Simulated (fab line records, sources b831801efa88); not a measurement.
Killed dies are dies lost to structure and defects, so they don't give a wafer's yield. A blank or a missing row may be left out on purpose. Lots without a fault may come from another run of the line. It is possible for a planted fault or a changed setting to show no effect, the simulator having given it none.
Which tool is to blame? / flow sky130 / 21 wafers from 7 lots sampled at 2 of the route's 708 steps

== WHAT EACH GAUGE READ, for each wafer ==
SKY_NWELL_RS_MEAS_31: the measuring method here is four-point-probe.
lot=L410; measured=day 6 03:08; on=film-metro-02; PWDE_RS (ohm/sq)=5269 5256 5281
lot=L420; measured=day 8 15:05; on=film-metro-03; PWDE_RS (ohm/sq)=5242 5223 5227
lot=L422; measured=day 9 00:19; on=film-metro-03; PWDE_RS (ohm/sq)=5264 5267 5285
lot=L424; measured=day 9 11:01; on=film-metro-02; PWDE_RS (ohm/sq)=5299 5277 5270
lot=L426; measured=day 9 19:28; on=film-metro-03; PWDE_RS (ohm/sq)=5267 5284 5261
lot=L428; measured=day 10 09:52; on=film-metro-04; PWDE_RS (ohm/sq)=5273 5251 5229
lot=L431; measured=day 11 01:35; on=film-metro-02; PWDE_RS (ohm/sq)=5310 5318 5314

== WHICH TOOL RAN EACH LOT (tool, then ch and the chambers of the sampled wafers, then the start) ==
lot=L410; SKY_PWDE_IMPLANT_08=implanter-04 ch 0, day 4 13:07
lot=L420; SKY_PWDE_IMPLANT_08=implanter-03 ch 0, day 6 21:38
lot=L422; SKY_PWDE_IMPLANT_08=implanter-01 ch 0, day 7 07:13
lot=L424; SKY_PWDE_IMPLANT_08=implanter-01 ch 0, day 7 16:12
lot=L426; SKY_PWDE_IMPLANT_08=implanter-04 ch 0, day 8 01:24
lot=L428; SKY_PWDE_IMPLANT_08=implanter-04 ch 0, day 8 15:04
lot=L431; SKY_PWDE_IMPLANT_08=implanter-01 ch 0, day 9 05:29
- SKY_PWDE_IMPLANT_08

== THE ANSWER, worked out from the rows above alone ==
Rule: the lots themselves supply what counts as usual. Put in order of their means at a reading, lots are off if they are a third of the lots or fewer, leave a main group of 4 or more, and stand apart from it by a gap of 3 or more times the standard deviation of the main group's means; of several such gaps the widest counts. If all means in a main group match to the digits the tables above print for the reading, that group is not used. Also off: a lot with no number at a reading for which 4 or more lots have one. Any other lot the step has rows for is counted as sound.
No lot is off on any of the readings shown, so nothing can be concluded from this.

== WHAT THE SIMULATOR HAD INSERTED ==
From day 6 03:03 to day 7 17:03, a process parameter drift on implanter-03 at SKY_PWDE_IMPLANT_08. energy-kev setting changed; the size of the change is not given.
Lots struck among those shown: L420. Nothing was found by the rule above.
